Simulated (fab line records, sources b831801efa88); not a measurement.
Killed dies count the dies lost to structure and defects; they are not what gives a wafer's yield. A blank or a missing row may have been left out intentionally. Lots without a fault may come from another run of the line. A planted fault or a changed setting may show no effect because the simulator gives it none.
Which tool did it? | flow sfq line | 14 lots with 42 wafers sampled at 3 steps, on a route of 325 steps

## WHAT THE GAUGES READ, wafer by wafer
SFQ_M1_RS_MEAS_909: a four-point-probe measurement.
lot  | measured     | on            | M1_NB_RS (ohm/sq)
L958 | day 17 17:28 | film metro-03 | 0.870 0.888 0.875
L960 | day 18 20:29 | film metro-01 | 0.885 0.887 0.882
L961 | day 19 02:38 | film metro-03 | 0.876 0.872 0.881
L962 | day 19 19:33 | film metro-01 | 0.888 0.896 0.896
L963 | day 20 07:32 | film metro-03 | 0.878 0.890 0.896
L966 | day 22 00:20 | film metro-01 | 0.895 0.900 0.887
L968 | day 23 01:55 | film metro-04 | 0.894 0.881 0.883
L969 | day 23 10:09 | film metro-03 | 0.893 0.886 0.902
L971 | day 24 00:40 | film metro-03 | 0.879 0.875 0.880
L973 | day 24 16:48 | film metro-04 | 0.702 0.702 0.710
L974 | day 25 08:31 | film metro-01 | 0.703 0.706 0.700
L979 | day 26 10:48 | film metro-01 | 0.882 0.880 0.881
L980 | day 27 06:41 | film metro-03 | 0.866 0.871 0.870
L981 | day 27 16:03 | film metro-04 | 0.879 0.878 0.894

## EACH LOT AND THE TOOL THAT RAN IT (in order: tool; ch and the chambers of the sampled wafers; start)
lot  | SFQ_TRILAYER_L0_VIA_ETCH_VIA_ETCH_016 | SFQ_TRILAYER_M1_DEP_SPUTTER_037
L958 | rie diel-03 ch 0,1,3, day 8 07:14     | pvd sputter-03, day 17 17:22
L960 | rie diel-03 ch 1,2, day 8 23:04       | pvd sputter-03, day 18 20:22
L961 | rie diel-04 ch 0,2, day 9 05:04       | pvd sputter-03, day 19 02:30
L962 | rie diel-04 ch 0,2,3, day 9 14:40     | pvd sputter-06, day 19 19:26
L963 | rie diel-02 ch 0,1,3, day 10 03:52    | pvd sputter-03, day 20 07:26
L966 | rie diel-04 ch 1,2,3, day 11 00:16    | pvd sputter-06, day 22 00:14
L968 | rie diel-03 ch 2,3, day 11 13:28      | pvd sputter-04, day 23 01:49
L969 | rie diel-04 ch 1,2, day 11 19:28      | pvd sputter-03, day 23 10:01
L971 | rie diel-04 ch 1,2,3, day 12 05:10    | pvd sputter-04, day 24 00:34
L973 | rie diel-04 ch 1,2, day 12 22:19      | pvd sputter-04, day 24 16:41
L974 | rie diel-02 ch 0,1,2, day 13 07:55    | pvd sputter-04, day 25 08:25
L979 | rie diel-04 ch 1,2,3, day 15 00:16    | pvd sputter-06, day 26 10:41
L980 | rie diel-03 ch 0,2,3, day 15 11:47    | pvd sputter-06, day 27 06:35
L981 | rie diel-02 ch 0,1,3, day 15 15:01    | pvd sputter-03, day 27 15:58
- SFQ_TRILAYER_L0_VIA_ETCH_VIA_ETCH_016: etches SiO2 in CHF3, stops on MoNx KI, target depth 80 nm.
- SFQ_TRILAYER_M1_DEP_SPUTTER_037: material Nb, target thk 200 nm, time 133.3 s.

## AS READ BY THE TOOLS THEMSELVES (means over the sampled wafers that have a number; for cases with no such wafer, the mark the record gives instead)
SFQ_TRILAYER_L0_VIA_ETCH_VIA_ETCH_016.
lot  | tool        | drypump motor current A (A) | oes product au (a.u.)
L958 | rie diel-03 | 5.7                         | 0.853
L960 | rie diel-03 | 5.8                         | 0.845
L961 | rie diel-04 | 5.8                         | 0.832
L962 | rie diel-04 | 5.8                         | 0.851
L963 | rie diel-02 | 5.9                         | 0.843
L966 | rie diel-04 | 5.8                         | 0.843
L968 | rie diel-03 | 5.2                         | 0.843
L969 | rie diel-04 | 5.7                         | 0.851
L971 | rie diel-04 | 5.8                         | 0.847
L973 | rie diel-04 | 5.7                         | 0.854
L974 | rie diel-02 | 6.1                         | 0.852
L979 | rie diel-04 | 5.8                         | 0.838
L980 | rie diel-03 | 5.3                         | 0.845
L981 | rie diel-02 | 5.9                         | 0.839

SFQ_TRILAYER_M1_DEP_SPUTTER_037.
lot  | tool           | cathode dc power W (W) | throttle valve pct (%)
L958 | pvd sputter-03 | 2000.0                 | 30.3
L960 | pvd sputter-03 | 2000.0                 | 30.1
L961 | pvd sputter-03 | 1999.9                 | 30.4
L962 | pvd sputter-06 | 1999.9                 | 30.3
L963 | pvd sputter-03 | 1999.9                 | 30.6
L966 | pvd sputter-06 | 1999.7                 | 30.8
L968 | pvd sputter-04 | 2000.0                 | 28.8
L969 | pvd sputter-03 | 2000.2                 | 30.3
L971 | pvd sputter-04 | 2000.1                 | 29.1
L973 | pvd sputter-04 | 2519.2                 | 29.3
L974 | pvd sputter-04 | 2518.9                 | 29.4
L979 | pvd sputter-06 | 2000.0                 | 30.5
L980 | pvd sputter-06 | 2000.0                 | 30.9
L981 | pvd sputter-03 | 2000.0                 | 30.3

## THE ANSWER, worked out from the rows above alone
Rule: usual is defined by the lots themselves. The widest of any qualifying gaps counts: lots, ordered by their means at a reading, are off when they make up no more than a third of the lots, leave a main group of 4 or more, and stand apart from it by 3 or more times the standard deviation of that group's means. A main group is skipped when, at the precision printed for the reading in the tables above, its means are all equal. A lot without any number at a reading at which 4 lots or more have one is off too. All remaining lots with rows at the step are treated as sound. First the gauges in route order, then the tools' own readings, where a lot's mean is used as printed above. The first step at which some lot is off is used, and at that step the reading that is off furthest; a lot without a number counts as furthest.
Off: at SFQ_M1_RS_MEAS_909 (M1_NB_RS), L973, L974. Main group: mean 0.884 ohm/sq, sd 0.0075.
A tool fits if, at a process step before that reading, it ran every lot that is off, and no sound lot after the first of them. Not tried: the gauges at SFQ_M1_RS_MEAS_909; whatever is off there is also off at SFQ_TRILAYER_M1_DEP_SPUTTER_037, on other tools, and gauge error can't account for it. One candidate fits, namely pvd sputter-04 at SFQ_TRILAYER_M1_DEP_SPUTTER_037. A fault onset in the window from L971 (day 24 00:34, its last sound lot) to L973 (day 24 16:41, its first lot off) fits.
The tool's own readings at SFQ_TRILAYER_M1_DEP_SPUTTER_037 bear it out: on the lots that are off they differ by more than 5 times the standard deviation of the sound lots' means. cathode dc power W reads 2519.1 W there against 2000.0 W on the sound lots.

## WHAT WAS PUT IN BY THE SIMULATOR
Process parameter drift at SFQ_TRILAYER_M1_DEP_SPUTTER_037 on pvd sputter-04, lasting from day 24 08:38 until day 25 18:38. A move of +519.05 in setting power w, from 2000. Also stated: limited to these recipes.
Shown lots that were struck: L973, L974. The rule above reached the same finding.
